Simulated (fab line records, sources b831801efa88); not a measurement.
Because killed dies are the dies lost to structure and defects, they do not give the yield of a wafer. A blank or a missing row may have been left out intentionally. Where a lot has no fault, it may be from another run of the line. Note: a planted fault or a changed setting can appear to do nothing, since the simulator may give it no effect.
The tool behind it: which one?    flow sky130    12 lots with 36 wafers sampled at 3 steps, on a route of 708 steps

== WHAT THE GAUGES SHOWED, per wafer ==
SKY_CONTACT_THK_MEAS_01. Usual: CONTACT_CVD_00_THK typically reads 75.2 nm, with standard deviation 1.3.
lot   measured      on             CONTACT_CVD_00_THK (nm)  flag
L614  day 30 17:17  film-metro-03  74.4 74.8 76.0           
L615  day 30 18:23  film-metro-01  73.8 75.5 75.8           
L616  day 31 06:22  film-metro-03  75.9 75.8 76.4           
L622  day 33 00:09  film-metro-01  74.6 75.5 77.2           
L621  day 33 01:20  film-metro-01  72.3 73.6 74.3           
L625  day 33 23:14  film-metro-03  76.6 75.9 77.0           
L624  day 34 00:31  film-metro-01  73.0 73.4 73.3           
L626  day 34 03:49  film-metro-03  74.7 75.9 76.1           
L629  day 35 05:29  film-metro-02  73.6 75.2 74.7           
L633  day 37 00:16  film-metro-02  72.3 73.2 73.3           
L634  day 37 01:07  film-metro-01  73.5 74.3 74.9           
L635  day 37 05:35  film-metro-03  75.5 74.3 75.7           

SKY_CONTACT_RS_MEAS_25: measures by four-point-probe. Usual: CONTACT_W_RS typically reads 0.341 ohm/sq, with standard deviation 0.0038.
lot   measured      on             CONTACT_W_RS (ohm/sq)  flag
L614  day 31 22:43  film-metro-01  0.345 0.351 0.347      
L615  day 32 00:42  film-metro-01  0.337 0.338 0.339      
L616  day 32 11:31  film-metro-03  0.344 0.343 0.344      
L622  day 34 05:19  film-metro-01  0.341 0.336 0.342      
L621  day 34 05:24  film-metro-02  0.338 0.337 0.339      
L625  day 35 03:22  film-metro-01  0.343 0.342 0.342      
L624  day 35 04:47  film-metro-02  0.336 0.335 0.338      
L626  day 35 07:35  film-metro-03  0.339 0.341 0.339      
L629  day 36 09:02  film-metro-01  0.341 0.348 0.339      
L633  day 38 04:21  film-metro-03  0.338 0.342 0.343      
L634  day 38 04:41  film-metro-02  0.346 0.338 0.346      
L635  day 38 08:08  film-metro-02  0.336 0.335 0.336      

== EACH LOT AND THE TOOL THAT RAN IT (in order: tool; ch and the chambers of the sampled wafers; start) ==
lot   SKY_CONTACT_SPUTTER_23
L614  pvd-sputter-03, day 31 22:31
L615  pvd-sputter-01, day 32 00:32
L616  pvd-sputter-04, day 32 11:20
L622  pvd-sputter-03, day 34 05:06
L621  pvd-sputter-01, day 34 05:14
L625  pvd-sputter-03, day 35 03:10
L624  pvd-sputter-01, day 35 04:37
L626  pvd-sputter-01, day 35 07:25
L629  pvd-sputter-01, day 36 08:52
L633  pvd-sputter-01, day 38 04:11
L634  pvd-sputter-03, day 38 04:30
L635  pvd-sputter-03, day 38 07:56
- SKY_CONTACT_SPUTTER_23: material TiN, target thk 20 nm, time 80 s.

== AS READ BY THE TOOLS THEMSELVES (means over the sampled wafers that have a number; for cases with no such wafer, the mark the record gives instead) ==
SKY_CONTACT_SPUTTER_23. Usual: cathode-dc-power-W 4000.0 W, standard deviation 0.75; chamber-pressure-pa 4.999 Pa, standard deviation 0.0099; throttle-valve-pct 30.4 %, standard deviation 1.4.
lot   tool            cathode-dc-power-W (W)  chamber-pressure-pa (Pa)  throttle-valve-pct (%)  flag
L614  pvd-sputter-03  4000.4                  5.001                     29.2                    
L615  pvd-sputter-01  4000.0                  4.999                     31.3                    
L616  pvd-sputter-04  4000.4                  4.995                     30.0                    
L622  pvd-sputter-03  4000.0                  5.003                     29.4                    
L621  pvd-sputter-01  4000.3                  5.005                     32.0                    
L625  pvd-sputter-03  3999.8                  4.997                     29.3                    
L624  pvd-sputter-01  3999.6                  5.004                     31.3                    
L626  pvd-sputter-01  4000.0                  4.991                     32.3                    
L629  pvd-sputter-01  3999.5                  4.992                     32.4                    
L633  pvd-sputter-01  4000.0                  5.001                     31.2                    
L634  pvd-sputter-03  4000.7                  4.990                     29.3                    
L635  pvd-sputter-03  3999.7                  5.000                     29.5                    

== THE ANSWER, worked out from the rows above alone ==
Rule: lot off if the mean of its wafers having a number is beyond 3 standard deviations from the usual mean. Also off: a lot with no number at a reading for which 4 or more lots have one. Where the step has rows for the other lots, those lots are counted as sound. After the gauges, taken in route order, come the tools' own readings; for these a lot's mean is taken, as printed above. The first step at which some lot is off is used, and at that step the reading that is off furthest; a lot without a number counts as furthest.
None of the lots is off at any reading shown; this tells nothing.

== WHAT THE SIMULATOR PUT IN ==
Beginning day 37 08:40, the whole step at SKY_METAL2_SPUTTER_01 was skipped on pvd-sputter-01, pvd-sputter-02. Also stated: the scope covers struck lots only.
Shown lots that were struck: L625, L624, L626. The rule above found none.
